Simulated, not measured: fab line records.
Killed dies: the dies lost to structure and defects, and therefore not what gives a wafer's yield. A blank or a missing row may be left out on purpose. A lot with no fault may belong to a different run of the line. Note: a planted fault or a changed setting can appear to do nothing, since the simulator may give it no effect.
Struck lot and sound lot, side by side / flow sky130 / 32 steps out of a route of 708
Sound: the wafers L505.3, L505.4, L505.5. Wafers L516.1, L516.3, L516.5 were the ones struck. The cause is given at the end.
For every step that has rows: the tool of each side, followed by ch and its chambers, followed by its first start. Under that, the readings that differ: sound wafers / struck wafers / difference of the means / sigmas: that difference in standard deviations of wafers without a fault.
alike: a reading whose means differ by less than 2 such deviations, as well as words and numbers matching on both sides. not compared: withheld readings; readings where some wafer has no value; bounds like >300 that might hide an equal value; numbers whose values overlap and for which the record gives no deviation.
A row with sigmas, a row that says differs or no value, or rows on one side alone: a step with any of these is where the two part. Numbers that don't overlap but have no deviation are shown without sigmas and don't part them. Lack of a reading on every wafer of one side parts them only where that side has two or more wafers.

first, 1 step without rows for these wafers: SKY_VIA1_ETCH_15 (etches SiO2 in C4F8/O2/Ar, stops on TiN, target depth 351 nm, time 54 s).
SKY_VIA1_STRIP_16: strips in O2/N2.
  sound on plasma asher-01 ch 0,1, day 34 22:58; struck on plasma asher-01 ch 0,1, day 38 03:29
  alike: chamber pressure mTorr, drypump motor current A, oes product au, strip time to endpoint s
  not compared: rf hours counter h
then, 5 steps without rows for these wafers: SKY_VIA1_STRIP_17 (strips in post etch residue remover, time 1200 s); SKY_VIA1_CLEAN_18 (cleans in IPA, time 180 s); SKY_VIA1_CLEAN_19 (cleans in O3/DIW); SKY_VIA1_SPUTTER_20 (material TiN, target thk 20 nm, time 80 s); SKY_VIA1_CVD_21 (deposits W, target thk 270 nm, time 80.902 s).
SKY_VIA1_RS_MEAS_22: the measuring method here is four-point-probe.
  struck on film metro-01, day 38 04:14; sound on film metro-01, day 34 23:44
  alike: VIA1_W_RS
SKY_VIA1_THK_MEAS_23: measures by xrf.
  struck on film metro-01, day 38 04:22; sound on film metro-01, day 34 23:50
  alike: VIA1_W_THK
SKY_VIA1_CMP_24: polishes, stops on SiO2, t overpolish 15 s, target thk 0 nm.
  sound on cmp-01 ch 0,2, day 34 23:55; struck on cmp-01 ch 2,3, day 38 04:25
  alike: edge zone pressure frac, motor current A, overpolish run s, time to endpoint s
then, 2 steps without rows for these wafers: SKY_METAL2_SPUTTER_00 (material Ti, target thk 15 nm, time 10 s); SKY_METAL2_SPUTTER_01 (material TiN, target thk 20 nm, time 16.7 s).
SKY_METAL2_SPUTTER_02: material AlCu, target thk 250 nm, time 13.3 s.
  struck on pvd sputter-03, day 38 04:46; sound on pvd sputter-01, day 35 00:13
reading=model.AlCu_of_METAL2_SPUTTER_02.thk nm (nm); sound=247.9 245 246.7; struck=315.8 317 317.7; difference=+70.3; sigmas=
  alike: throttle valve pct
then, 2 steps without rows for these wafers: SKY_METAL2_SPUTTER_03 (material Ti, target thk 5 nm, time 3.3 s); SKY_METAL2_SPUTTER_04 (material TiN, target thk 70 nm, time 58.3 s).
SKY_METAL2_RS_MEAS_05: the measuring method here is four-point-probe.
  struck on film metro-03, day 38 04:52; sound on film metro-04, day 35 00:21
reading=METAL2_ALCU_RS (ohm/sq); sound=0.1280 0.1296 0.1284; struck=0.0998 0.0994 0.0993; difference=-0.0292; sigmas=-19
SKY_METAL2_THK_MEAS_06: measures by xrf.
  struck on film metro-03, day 38 04:59; sound on film metro-04, day 35 00:27
reading=METAL2_ALCU_THK (nm); sound=248 244 246; struck=312 315 317; difference=+69; sigmas=+23
then, 8 steps without rows for these wafers: SKY_METAL2_DEHYDRATE_07 (time 60 s); SKY_METAL2_HMDS_08 (prime time 60 s); SKY_METAL2_COAT_09 (resist thk 60 nm); SKY_METAL2_COAT_10 (resist thk 450 nm); SKY_METAL2_SOFTBAKE_11 (time 90 s); SKY_METAL2_EXPOSE_12 (exposes mask MM2, target cd 140 nm); SKY_METAL2_PEB_13; SKY_METAL2_DEVELOP_14 (develop time 60 s).
SKY_METAL2_CD_MEAS_15 targets a cd of 140 nm.
  struck on cd sem-01, day 39 05:29; sound on cd sem-02, day 36 02:53
  alike: cd nm
SKY_METAL2_OVL_MEAS_16:
  struck on overlay-02, day 39 05:37; sound on overlay-01, day 36 02:59
  alike: METAL2_OVL
SKY_METAL2_DESCUM_17: chemistry O2, time 8 s.
  sound on rie metal-03 ch 1, day 36 03:01; struck on rie metal-03 ch 0,1, day 39 05:39
  alike: chamber pressure mTorr, drypump motor current A, oes product au, temp c
  not compared: rf hours counter h
SKY_METAL2_ETCH_18: etches BARC in N2/H2, stops on SiO2, time 45.9 s, target depth 60 nm.
  sound on rie metal-03 ch 1, day 36 03:07; struck on rie metal-03 ch 0,1, day 39 05:41
  alike: chamber pressure mTorr, drypump motor current A, oes product au, throttle valve pct
  not compared: rf hours counter h
SKY_METAL2_METAL_ETCH_19: etches the open film in Cl2/BCl3, stops on SiO2, target depth 360 nm, time 78 s.
  sound on rie metal-03 ch 1, day 36 03:15; struck on rie metal-03 ch 0,1, day 39 05:45
reading=oes product au (a.u.); sound=0.848 0.839 0.851; struck=0.893 0.896 0.905; difference=+0.052; sigmas=+8
  alike: chamber pressure mTorr, drypump motor current A, mfc cl2 sccm, throttle valve pct
  not compared: rf hours counter h
SKY_METAL2_STRIP_20: strips in O2/N2.
  sound on plasma asher-03 ch 0,1, day 36 03:24; struck on plasma asher-04 ch 0,1, day 39 05:50
  alike: chamber pressure mTorr, drypump motor current A, oes product au, strip time to endpoint s
  not compared: rf hours counter h
-- the record jumps here: 10 days lie between the struck wafers' starts before and after (it left off in module METAL2 and takes up again in module PAD_OPEN, whose first step shown is number 708 of the route) --
SKY_PAD_OPEN_PROBE_99:
  struck on prober-01, day 48 23:20; sound on prober-01, day 46 12:32
reading=model.etest.met2.line ohm um; sound=0.954 0.9359 0.952; struck=0.6938 0.6769 0.6922; difference=-0.2597; sigmas=
reading=model.etest.met2.rs ohm sq; sound=0.1297 0.1305 0.1309; struck=0.1006 0.1003 0.09928; difference=-0.0303; sigmas=
  alike: defect limited yield, killed_at_M0_to_M3, killed_at_M4_up, killed at contacts, killed at front end, killed at other, killed dies, killed open, killed short, sort_bin_3_pad_short, sort_bin_5_function, sort_bin_6_memory, sort n pass, sort yield pct

== WHERE THEY PART ==
At SKY_METAL2_RS_MEAS_05 first; at SKY_METAL2_METAL_ETCH_19 last (within this record only). Later steps at which nothing parts them and some readings are alike: SKY_METAL2_STRIP_20, SKY_PAD_OPEN_PROBE_99.

WHY: what had been put in by the simulator
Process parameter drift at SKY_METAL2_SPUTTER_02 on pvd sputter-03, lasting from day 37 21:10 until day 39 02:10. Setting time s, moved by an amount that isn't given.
